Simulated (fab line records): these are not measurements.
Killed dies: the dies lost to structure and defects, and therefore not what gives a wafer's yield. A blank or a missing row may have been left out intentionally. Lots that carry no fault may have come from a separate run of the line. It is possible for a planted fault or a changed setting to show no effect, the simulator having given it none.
Problem report, 8D (eight disciplines) form, completed by code	flow sky130	the parts of the form that need people (team, actions taken, sign-off) are left out

## 1. THE PROBLEM
Wafers with no fault read 0.3 with a standard deviation of 0.53, whereas killed at other at SKY_PAD_OPEN_PROBE_99 reads a mean of 46.0 on 1 wafer of 1 lot. Relative to the usual mean, that is a shift of +86 standard deviations.
Earliest sighting: wafer L612.6 on prober-01 at day 49 12:29. At this step, 36 wafers from 12 lots have a number in the record. Rule for "out" (also "out of limits"): further than 4 standard deviations from the usual mean. The rest of the wafers with a number are treated as sound.

## 2. WHAT IT IS, WHAT IT ISN'T
question	is	is not
which readings at this step	killed at other, sort_bin_5_function	killed_at_M0_to_M3, killed at contacts, killed at front end, killed open, killed short, sort_bin_3_pad_short, sort_bin_6_memory
which lots	L612	L597, L598, L599, L600, L602, L603, L605, L617, L618, L619, L620
which wafers of those lots	L612.6	L612.4, L612.5
read on which tools	prober-01	prober-02
when	from day 49 12:29	up to then (23 sound wafers); but 12 sound wafers of L617, L618, L619, L620 came after

## 3. WHAT RULES OUT EACH SUSPECT
Counting: a tool at a process step up to the reading stays a suspect if it ran every lot that is out. Sound lots after the first of them don't rule it out here, since some wafers of a struck lot are sound.
- pecvd-02 at SKY_CAP2M_CVD_00 (deposits SiO2, target thk 15.5 nm): kept. The lot that is out, L612, ran on it at day 44 07:27; the last sound lot it ran before that was L605, at day 42 11:11.
- cmp-02 at SKY_VIA4_CMP_02 (polishes SiO2): kept. The lot that is out, L612, ran on it at day 46 03:32; the last sound lot it ran before that was L605, at day 44 10:15.
- rie diel-02 at SKY_VIA4_ETCH_12 (etches SiO2 in C4F8/O2/Ar, stops on TiN, target depth 580 nm): kept. The lot that is out, L612, ran on it at day 46 23:58; the last sound lot it ran before that was L605, at day 45 07:52.
- pvd sputter-03 at SKY_METAL5_SPUTTER_03 (material Ti, target thk 5 nm, time 3.3 s): kept. The lot that is out, L612, ran on it at day 47 01:25; the last sound lot it ran before that was L605, at day 45 09:22.
- prober-01 at SKY_PAD_OPEN_PROBE_99: kept. The lot that is out, L612, ran on it at day 49 12:23; the last sound lot it ran before that was L602, at day 47 04:26. Its own killed at other, sort_bin_5_function readings are out on those wafers.
- pecvd-02, SKY_CAP2M_CVD_00: wafers that are out in chamber 0, sound lot-mates in chambers 1, 2.
- cmp-02, SKY_VIA4_CMP_02: wafers that are out in chamber 1, sound lot-mates in chambers 0, 3.
- rie diel-02, SKY_VIA4_ETCH_12: wafers that are out in chamber 2, sound lot-mates in chambers 0, 1.
Left after counting: pecvd-02 at SKY_CAP2M_CVD_00, cmp-02 at SKY_VIA4_CMP_02, rie diel-02 at SKY_VIA4_ETCH_12, pvd sputter-03 at SKY_METAL5_SPUTTER_03, prober-01 at SKY_PAD_OPEN_PROBE_99.

## 4. THE CAUSE (what the simulator had put in)
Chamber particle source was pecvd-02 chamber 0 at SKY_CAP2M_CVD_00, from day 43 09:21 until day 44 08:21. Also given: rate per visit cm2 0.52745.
Counting leaves 5 suspects; this tool is one of them.

## 5. SEQUENCE OF EFFECTS, ordered by route
One row per reading whose mean, taken over the struck wafers that have a number, lies over 3 standard deviations from the usual. Scope: only readings with a usual standard deviation given in the record; hours: median across lots of the time from each lot's start at the first step in this table that gives one to its start at this step; sigmas: change in usual standard deviations.
hours	step	reading	usual	on struck wafers	change	sigmas
0	SKY_PAD_OPEN_PROBE_99	defect limited yield	82.7 %	75.8	-6.9	-3.8
0	SKY_PAD_OPEN_PROBE_99	killed_at_M4_up	3.4	11.0	+7.6	+3.6
0	SKY_PAD_OPEN_PROBE_99	killed at other	0.3	46.0	+45.7	+86
0	SKY_PAD_OPEN_PROBE_99	killed dies	85	119	+34	+3.9
0	SKY_PAD_OPEN_PROBE_99	sort_bin_5_function	10.2 %	15.7	+5.5	+4.2
0	SKY_PAD_OPEN_PROBE_99	sort n pass	407	373	-34	-3.9
0	SKY_PAD_OPEN_PROBE_99	sort yield pct	82.7 %	75.8	-6.9	-3.8
Its process steps:
- SKY_PAD_OPEN_PROBE_99

## 6. WHAT WOULD HAVE CAUGHT IT SOONER
In this record the first reading out of limits was taken at day 49 12:29, 147 hours after the fault began at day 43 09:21.
No tool reading at SKY_CAP2M_CVD_00 that has a usual standard deviation in the record was out on any struck wafer, so an alarm limit of 4 standard deviations on those readings would not have fired.
Lots out: 1; all had begun SKY_CAP2M_CVD_00 on pecvd-02 by day 49 12:29. None of them would have been spared by holding the tool at that moment.
